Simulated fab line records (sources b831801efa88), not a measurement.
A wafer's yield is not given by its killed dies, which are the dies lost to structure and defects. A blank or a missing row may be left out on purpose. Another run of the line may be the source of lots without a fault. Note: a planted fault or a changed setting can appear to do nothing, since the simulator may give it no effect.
Struck lot and sound lot, side by side || flow sky130 || 17 out of 708 route steps
Sound: the wafers L189.2, L189.3, L189.6. Struck: wafer L194.4 (left out: L194.5, a lot-mate that was not struck); the cause follows at the end.
For every step that has rows: the tool of each side, followed by ch and its chambers, followed by its first start. Under that, the readings that differ: sound wafers || struck wafers || difference of the means || sigmas: that difference in standard deviations of wafers without a fault.
alike: readings whose means differ by less than 2 such deviations, and words and numbers that are the same on both sides. not compared: withheld readings, readings that some wafer has no value for, bounds like >300 that may hide the same value, and numbers for which the record gives no deviation and whose values overlap.
A row with sigmas, a row that says differs or no value, or rows on one side alone: a step with any of these is where the two part. Non-overlapping numbers with no deviation appear without sigmas and do not part them. Lack of a reading on every wafer of one side parts them only where that side has two or more wafers.

first, 2 steps without rows for these wafers: SKY_NWELL_IMPLANT_12; SKY_NWELL_IMPLANT_13.
SKY_NWELL_STRIP_14: strips in O2/N2.
  sound on plasma_asher-04 ch 0,1, day 6 12:51; struck on plasma_asher-02 ch 0, day 7 17:56
  alike: drypump_motor_current_A, oes_product_au, strip_time_to_endpoint_s
  not compared: rf_hours_counter_h
SKY_NWELL_TW_MEAS_15:
  sound: film_metro-04 at day 6 12:58; struck: film_metro-01 at day 7 18:02
  alike: NWELL_TW
then, 7 steps without rows for these wafers: SKY_NWELL_DEHYDRATE_16 (time 60 s); SKY_NWELL_HMDS_17 (prime time 60 s); SKY_NWELL_COAT_18 (resist thk 3000 nm); SKY_NWELL_SOFTBAKE_19; SKY_NWELL_EXPOSE_20 (exposes mask NWM COMPLEMENT, target cd 840 nm); SKY_NWELL_PEB_21; SKY_NWELL_DEVELOP_22 (develop time 60 s).
SKY_NWELL_OVL_MEAS_23:
  sound: overlay-01 at day 7 08:04; struck: overlay-02 at day 8 13:23
{"reading": "NWELL_01_OVL (nm)", "sound": "-1.8 -2.4 -1.6", "struck": 1.2, "difference": "+3.1", "sigmas": "+2"}
SKY_NWELL_IMPLANT_24:
  sound on implanter-02 ch 0, day 7 08:08; struck on implanter-02 ch 0, day 8 13:28
{"reading": "beam_on_s (s)", "sound": "10.17 9.73 9.61", "struck": 8.24, "difference": -1.60, "sigmas": -8}
{"reading": "faraday_current_uA", "sound": "50.8 52.9 53.7", "struck": 62.9, "difference": "+10.4", "sigmas": "+10"}
SKY_NWELL_STRIP_25: strips in O2/N2.
  sound on plasma_asher-02 ch 0,1, day 7 08:15; struck on plasma_asher-04 ch 0, day 8 13:35
  alike: drypump_motor_current_A, oes_product_au, strip_time_to_endpoint_s
  not compared: rf_hours_counter_h
SKY_NWELL_TW_MEAS_26:
  sound: film_metro-03 at day 7 08:22; struck: film_metro-03 at day 8 13:41
{"reading": "NWELL_2_TW", "sound": "497 495 495", "struck": 469, "difference": -27, "sigmas": -8}
then, 1 step without rows for these wafers: SKY_NWELL_CLEAN_27 (cleans in SC1/SC2, time 150 s).
-- the record jumps here: 41 days lie between the struck wafers' starts before and after (it left off in module NWELL and takes up again in module PAD_OPEN, whose first step shown is number 708 of the route) --
SKY_PAD_OPEN_PROBE_99:
  sound: prober-02 at day 47 19:41; struck: prober-01 at day 49 03:56
{"reading": "killed_at_front_end", "sound": "18 11 20", "struck": 6, "difference": -10, "sigmas": -3}
{"reading": "model.etest.pfet_16v.r_on_ohm_um", "sound": "1.544e+04 1.523e+04 1.541e+04", "struck": 1.675e+04, "difference": "+1.390e+03", "sigmas": ""}
{"reading": "model.etest.res_iso_pwell.rs_ohm_sq", "sound": "2731 2620 2635", "struck": 3511, "difference": "+849", "sigmas": ""}
{"reading": "model.etest.res_pwell_under_gate.rs_ohm_sq", "sound": "2262 2288 2269", "struck": 2583, "difference": "+310", "sigmas": ""}
{"reading": "model.etest.res_iso_pwell.line_ohm_um", "sound": "1021 987 992.9", "struck": 1333, "difference": "+333", "sigmas": ""}
{"reading": "model.etest.pfet_16v.drive_ua_um", "sound": "236.1 235.5 234.4", "struck": 223.7, "difference": -11.6, "sigmas": ""}
{"reading": "model.etest.res_nwell.width_nm (nm)", "sound": "841.2 835 833.7", "struck": 855.2, "difference": "+18.6", "sigmas": ""}
{"reading": "model.etest.field_n.vt_v (V)", "sound": "35.5 34.27 34.8", "struck": 32.76, "difference": -2.10, "sigmas": ""}
  alike: killed_at_M0_to_M3, killed_at_M4_up, killed_at_contacts, killed_at_other, killed_dies, killed_open, killed_short
  not compared: model.etest.nfet_05v0_nvt.vt_sat_v

== WHERE THEY PART ==
First at SKY_NWELL_OVL_MEAS_23; last, within this record, at SKY_PAD_OPEN_PROBE_99.

WHY: what had been put in by the simulator
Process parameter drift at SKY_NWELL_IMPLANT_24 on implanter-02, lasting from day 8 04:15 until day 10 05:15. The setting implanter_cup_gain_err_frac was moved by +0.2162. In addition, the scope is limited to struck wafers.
